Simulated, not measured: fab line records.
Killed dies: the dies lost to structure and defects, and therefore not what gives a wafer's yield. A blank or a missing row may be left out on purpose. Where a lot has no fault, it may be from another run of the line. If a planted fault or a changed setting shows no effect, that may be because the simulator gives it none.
Shared-tool check	flow sky130	Sampled: 11 lots, 33 wafers

WHY IT WAS OPENED
At SKY_POLY_GATE_THK_MEAS_01 the reading POLY_GATE_CVD_00_THK is flagged on 3 of 11 lots. No-fault wafers: 179.6 nm, standard deviation 1.8.
Rule: a lot is flagged when every wafer of it that has a number lies more than 4 standard deviations from that mean, or none has a number. All remaining lots are regarded as sound.

lot	measured	on	POLY_GATE_CVD_00_THK (nm), wafer by wafer	flag
L605	day 14 09:05	filmMetro-03	178.8 178.1 180.1	
L606	day 15 02:58	filmMetro-01	177.1 178.0 178.6	
L609	day 15 12:34	filmMetro-02	178.0 177.9 176.2	
L610	day 15 20:37	filmMetro-03	179.5 180.2 178.5	
L614	day 17 06:07	filmMetro-02	142.2 142.6 142.7	FLAGGED
L615	day 17 15:23	filmMetro-02	140.0 139.9 140.7	FLAGGED
L616	day 18 01:18	filmMetro-02	137.4 137.2 137.9	FLAGGED
L623	day 20 14:10	filmMetro-03	178.8 178.1 178.6	
L624	day 20 21:06	filmMetro-02	180.4 180.0 181.3	
L625	day 21 00:26	filmMetro-01	179.2 178.8 178.9	
L627	day 21 13:57	filmMetro-02	177.1 176.5 178.9	
Average over the flagged lots: 140.1 nm; offset from the usual -39.5 nm, equal to -22 standard deviations.

TOOL THAT RAN EACH LOT
The record keeps 1 process step preceding the reading, out of 708 steps on the route. In each cell: the tool, then ch and the chambers that the sampled wafers went through, then the start.
lot	flag	SKY_POLY_GATE_CVD_00
L605		lpcvd-01 ch 1, day 14 07:53
L606		lpcvd-01 ch 0, day 15 01:45
L609		lpcvd-01 ch 0, day 15 11:21
L610		lpcvd-01 ch 0, day 15 19:24
L614	FLAGGED	lpcvd-01 ch 0, day 17 04:53
L615	FLAGGED	lpcvd-01 ch 1, day 17 14:10
L616	FLAGGED	lpcvd-01 ch 1, day 18 00:05
L623		lpcvd-01 ch 0, day 20 12:56
L624		lpcvd-01 ch 1, day 20 19:54
L625		lpcvd-01 ch 0, day 20 23:14
L627		lpcvd-01 ch 1, day 21 12:08
What is done by these steps:
- SKY_POLY_GATE_CVD_00: deposits poly-Si, target thk 180 nm, time 720 s.
- SKY_POLY_GATE_THK_MEAS_01

FLAGGED OVER TOTAL, TOOL BY TOOL (the gauges that took the reading come last)
step	tool	lots run	flagged	share of the flagged lots	sound lots run after its first flagged lot
SKY_POLY_GATE_CVD_00	lpcvd-01	11	3	all	4 (L623,L624,L625,L627)
SKY_POLY_GATE_THK_MEAS_01	filmMetro-01	2	0	none	-
SKY_POLY_GATE_THK_MEAS_01	filmMetro-02	6	3	all	2 (L624,L627)
SKY_POLY_GATE_THK_MEAS_01	filmMetro-03	3	0	none	-

WHAT THE TABLE PERMITS
lpcvd-01 at SKY_POLY_GATE_CVD_00 and filmMetro-02 at SKY_POLY_GATE_THK_MEAS_01 are the 2 rows of the table that ran each flagged lot.
- lpcvd-01 at SKY_POLY_GATE_CVD_00 ran 11 lots, 3 of them flagged. Lots that were sound ran on it after the first flagged one (L623, L624, L625, L627); a persistent fault on the entire tool would not allow that. Its own readings (spikeTcCentreC, spikeTcLowerC, spikeTcTopC, spikeTcUpperC) fall more than 4 standard deviations out on all wafers of the flagged lots.
- filmMetro-02 at SKY_POLY_GATE_THK_MEAS_01 ran 6 lots, 3 of them flagged. Lots that were sound ran on it after the first flagged one (L624, L627); a persistent fault on the entire tool would not allow that.
None of the table's rows ran every flagged lot and, after the first, no sound lot.

WHAT HAD BEEN PUT IN BY THE SIMULATOR
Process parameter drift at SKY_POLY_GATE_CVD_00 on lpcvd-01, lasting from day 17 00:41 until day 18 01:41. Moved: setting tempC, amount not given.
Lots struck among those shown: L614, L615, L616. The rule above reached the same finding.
